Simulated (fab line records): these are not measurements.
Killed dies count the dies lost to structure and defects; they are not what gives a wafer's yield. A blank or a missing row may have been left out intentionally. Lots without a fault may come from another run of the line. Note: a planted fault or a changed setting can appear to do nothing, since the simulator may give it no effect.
A lot that was struck, set against a sound lot ; flow sky130 ; 43 steps out of a route of 708
Sound: the wafers L359.1, L359.5, L359.6. Wafers L375.1, L375.4, L375.5 were the ones struck. The cause is named last.
Per side, at each step with rows, come the tool, then ch with its chambers, and then its first start. Under that, the readings that differ: sound wafers ; struck wafers ; difference of the means ; sigmas: that difference in standard deviations of wafers without a fault.
alike: same words and numbers on both sides, and readings whose means sit less than 2 such deviations apart. not compared: any withheld reading, any reading some wafer has no value for, any bound like >300 that may hide the same value, and any number with overlapping values for which the record gives no deviation.
A row with sigmas, a row that says differs or no value, or rows on one side alone: a step with any of these is where the two part. Numbers that don't overlap but have no deviation are shown without sigmas and don't part them. A reading that every wafer of one side lacks parts them only if that side has two wafers or more.

first, 7 steps without rows for these wafers: SKY_LI_CONTACT_HMDS_05 (prime time 60 s); SKY_LI_CONTACT_COAT_06 (resist thk 60 nm); SKY_LI_CONTACT_COAT_07 (resist thk 450 nm); SKY_LI_CONTACT_SOFTBAKE_08 (time 90 s); SKY_LI_CONTACT_EXPOSE_09 (exposes mask LICM1, target cd 170 nm); SKY_LI_CONTACT_PEB_10; SKY_LI_CONTACT_DEVELOP_11 (develop time 60 s).
SKY_LI_CONTACT_CD_MEAS_12 targets a cd of 170 nm.
  sound on cdSem-01, day 29 21:53; struck on cdSem-01, day 36 02:46
reading;sound;struck;difference;sigmas
cdNm (nm);171.7 171.8 173.0;167.6 167.9 168.6;-4.1;-3
SKY_LI_CONTACT_OVL_MEAS_13:
  sound on overlay-01, day 29 22:00; struck on overlay-01, day 36 02:53
reading;sound;struck;difference;sigmas
LI_CONTACT_OVL (nm);-3 5 10;-6 -5 -16;-13;-2
then, 3 steps without rows for these wafers: SKY_LI_CONTACT_ETCH_14 (etches BARC in N2/H2, stops on SiO2, time 45.9 s, target depth 60 nm); SKY_LI_CONTACT_ETCH_15 (etches PSG in C4F8/O2/Ar, stops on Si, target depth 600 nm); SKY_LI_CONTACT_STRIP_16 (strips in O2/N2).
SKY_LI_CONTACT_CLEAN_17: cleans in NMP, time 600 s.
  sound on wetBench-04 ch 2, day 29 22:16; struck on wetBench-03 ch 2, day 36 03:09
  alike: bathHeatDutyPct
then, 1 step without rows for these wafers: SKY_LI_CONTACT_PRE_CLEAN_18 (time 5.6 s).
SKY_LI_CONTACT_SPUTTER_19: material Ti, target thk 20 nm, time 106.37 s.
  sound on pvdSputter-01, day 29 22:28; struck on pvdSputter-03, day 36 03:21
reading;sound;struck;difference;sigmas
throttleValvePct (%);28.6 28.4 28.8;30.1 31.0 31.1;+2.1;+2
then, 2 steps without rows for these wafers: SKY_LI_CONTACT_SPUTTER_20 (material TiN, target thk 20 nm, time 80 s); SKY_LI_CONTACT_CVD_21 (deposits W, target thk 400 nm, time 120.56 s).
SKY_LI_CONTACT_RS_MEAS_22: uses a four-point probe to measure.
  sound on filmMetro-03, day 29 22:43; struck on filmMetro-03, day 36 03:37
  alike: LI_CONTACT_W_RS
SKY_LI_CONTACT_THK_MEAS_23: measures by xrf.
  sound on filmMetro-03, day 29 22:50; struck on filmMetro-03, day 36 03:44
  alike: LI_CONTACT_W_THK
SKY_LI_CONTACT_CMP_24: polishes, stops on PSG, t overpolish 20 s, target thk 0 nm.
  sound on cmp-01 ch 0,1, day 29 22:54; struck on cmp-02 ch 1,3, day 36 03:52
  alike: headPressurePsi, motorCurrentA, overpolishRunS, timeToEndpointS
SKY_LOCAL_INTERCONNECT_SPUTTER_00: material TiN, target thk 100 nm, time 83.3 s.
  sound on pvdSputter-02, day 29 23:12; struck on pvdSputter-01, day 36 04:10
  alike: throttleValvePct
SKY_LOCAL_INTERCONNECT_RS_MEAS_01: uses a four-point probe to measure.
  sound on filmMetro-03, day 29 23:16; struck on filmMetro-04, day 36 04:13
  alike: LOCAL_INTERCONNECT_TIN_RS
SKY_LOCAL_INTERCONNECT_THK_MEAS_02: measures by xrf.
  sound on filmMetro-03, day 29 23:23; struck on filmMetro-04, day 36 04:20
  alike: LOCAL_INTERCONNECT_TIN_THK
then, 8 steps without rows for these wafers: SKY_LOCAL_INTERCONNECT_DEHYDRATE_03 (time 60 s); SKY_LOCAL_INTERCONNECT_HMDS_04 (prime time 60 s); SKY_LOCAL_INTERCONNECT_COAT_05 (resist thk 60 nm); SKY_LOCAL_INTERCONNECT_COAT_06 (resist thk 450 nm); SKY_LOCAL_INTERCONNECT_SOFTBAKE_07 (time 90 s); SKY_LOCAL_INTERCONNECT_EXPOSE_08 (exposes mask LI1M, target cd 170 nm); SKY_LOCAL_INTERCONNECT_PEB_09; SKY_LOCAL_INTERCONNECT_DEVELOP_10 (develop time 57.24 s).
SKY_LOCAL_INTERCONNECT_CD_MEAS_11 targets a cd of 170 nm.
  sound on cdSem-01, day 31 02:32; struck on cdSem-02, day 37 05:58
reading;sound;struck;difference;sigmas
cdNm (nm);171.5 171.9 170.9;168.1 169.1 169.1;-2.7;-2
SKY_LOCAL_INTERCONNECT_OVL_MEAS_12:
  sound on overlay-01, day 31 02:40; struck on overlay-02, day 37 06:05
reading;sound;struck;difference;sigmas
LOCAL_INTERCONNECT_OVL (nm);8 5 9;-3 -14 0;-13;-3
SKY_LOCAL_INTERCONNECT_ETCH_13: etches BARC in N2/H2, stops on SiO2, time 45.9 s, target depth 60 nm.
  sound on rieMetal-04 ch 0,1, day 31 02:41; struck on rieMetal-04 ch 1, day 37 06:07
  alike: drypumpMotorCurrentA, oesProductAu, throttleValvePct
  not compared: rfHoursCounterH
SKY_LOCAL_INTERCONNECT_METAL_ETCH_14: etches TiN in Cl2/BCl3, stops on PSG, target depth 110 nm, time 31.4 s.
  sound on rieMetal-04 ch 0,1, day 31 02:46; struck on rieMetal-04 ch 1, day 37 06:15
  alike: drypumpMotorCurrentA, oesProductAu, throttleValvePct
  not compared: rfHoursCounterH
then, 5 steps without rows for these wafers: SKY_LOCAL_INTERCONNECT_STRIP_15 (strips in O2/N2); SKY_LOCAL_INTERCONNECT_STRIP_16 (strips in post etch residue remover, time 1200 s); SKY_LOCAL_INTERCONNECT_CLEAN_17 (cleans in IPA, time 180 s); SKY_LOCAL_INTERCONNECT_CLEAN_18 (cleans in O3/DIW); SKY_CONTACT_CVD_00 (deposits Si3N4, target thk 75 nm).
SKY_CONTACT_THK_MEAS_01:
  sound on filmMetro-04, day 31 03:26; struck on filmMetro-01, day 37 06:59
  alike: CONTACT_CVD_00_THK
then, 1 step without rows for these wafers: SKY_CONTACT_HDPCVD_02 (deposits SiO2, target thk 565 nm, time 94.2 s).
-- the record jumps here: 13 days lie between the struck wafers' starts before and after (it left off in module CONTACT and takes up again in module PAD_OPEN, whose first step shown is number 708 of the route) --
SKY_PAD_OPEN_PROBE_99:
  only the struck wafers here have rows in the record (prober-02, day 50 17:44); the sound ones have none

WHERE THEY PART
At SKY_LI_CONTACT_CD_MEAS_12 first; at SKY_PAD_OPEN_PROBE_99 last (within this record only).

WHY: the cause the simulator had injected
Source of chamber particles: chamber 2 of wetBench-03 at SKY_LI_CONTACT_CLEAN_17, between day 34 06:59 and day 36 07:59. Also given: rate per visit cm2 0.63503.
